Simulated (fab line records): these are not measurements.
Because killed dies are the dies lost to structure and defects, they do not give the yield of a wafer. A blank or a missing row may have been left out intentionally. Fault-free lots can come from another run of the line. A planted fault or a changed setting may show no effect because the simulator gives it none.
Which of the tools did it? ; flow sky130 ; 18 wafers from 6 lots sampled at 2 of the route's 708 steps

## WHAT THE GAUGES SHOWED, per wafer
SKY_VT_ADJUST_NCORE_TW_MEAS_11.
lot;measured;on;VT_ADJUST_NCORE_TW
L773;day 9 18:27;film_metro-03;219.5 220.5 218.6
L776;day 10 10:25;film_metro-04;214.4 214.9 213.9
L778;day 10 21:25;film_metro-01;218.1 219.2 218.6
L786;day 13 08:15;film_metro-04;231.7 229.5 231.9
L790;day 14 17:56;film_metro-04;216.2 215.9 216.2
L793;day 15 06:45;film_metro-03;219.2 219.1 219.1

## EACH LOT AND THE TOOL THAT RAN IT (in order: tool; ch and the chambers of the sampled wafers; start)
lot;SKY_VT_ADJUST_NCORE_IMPLANT_09
L773;implanter-02 ch 0, day 9 18:12
L776;implanter-02 ch 0, day 10 10:10
L778;implanter-03 ch 0, day 10 21:11
L786;implanter-02 ch 0, day 13 07:57
L790;implanter-04 ch 0, day 14 17:44
L793;implanter-03 ch 0, day 15 06:30
- SKY_VT_ADJUST_NCORE_IMPLANT_09

## THE ANSWER, worked out from the rows above alone
Rule: the usual values come from the lots themselves. The widest of any qualifying gaps counts: lots, ordered by their means at a reading, are off when they make up no more than a third of the lots, leave a main group of 4 or more, and stand apart from it by 3 or more times the standard deviation of that group's means. A main group whose means are all the same, to the digits that the tables above print for the reading, isn't used. A lot without any number at a reading at which 4 lots or more have one is off too. Where the step has rows for the other lots, those lots are counted as sound.
Off: L786, seen at SKY_VT_ADJUST_NCORE_TW_MEAS_11 (VT_ADJUST_NCORE_TW). For the main group the mean is 217.6 and the standard deviation 2.
If a tool, at a process step before that reading, ran all the lots that are off and no sound lot after the first of them, it fits. The gauges at SKY_VT_ADJUST_NCORE_TW_MEAS_11 are tried like those tools. One candidate fits, namely implanter-02 at SKY_VT_ADJUST_NCORE_IMPLANT_09. Its last sound lot is L776 (day 10 10:10), its first lot that is off L786 (day 13 07:57): a fault that began between those two fits.

## WHAT THE SIMULATOR PUT IN
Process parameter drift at SKY_VT_ADJUST_NCORE_IMPLANT_09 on implanter-02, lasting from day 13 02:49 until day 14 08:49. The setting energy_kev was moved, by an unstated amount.
Lots struck among those shown: L786. The rule above found the same.
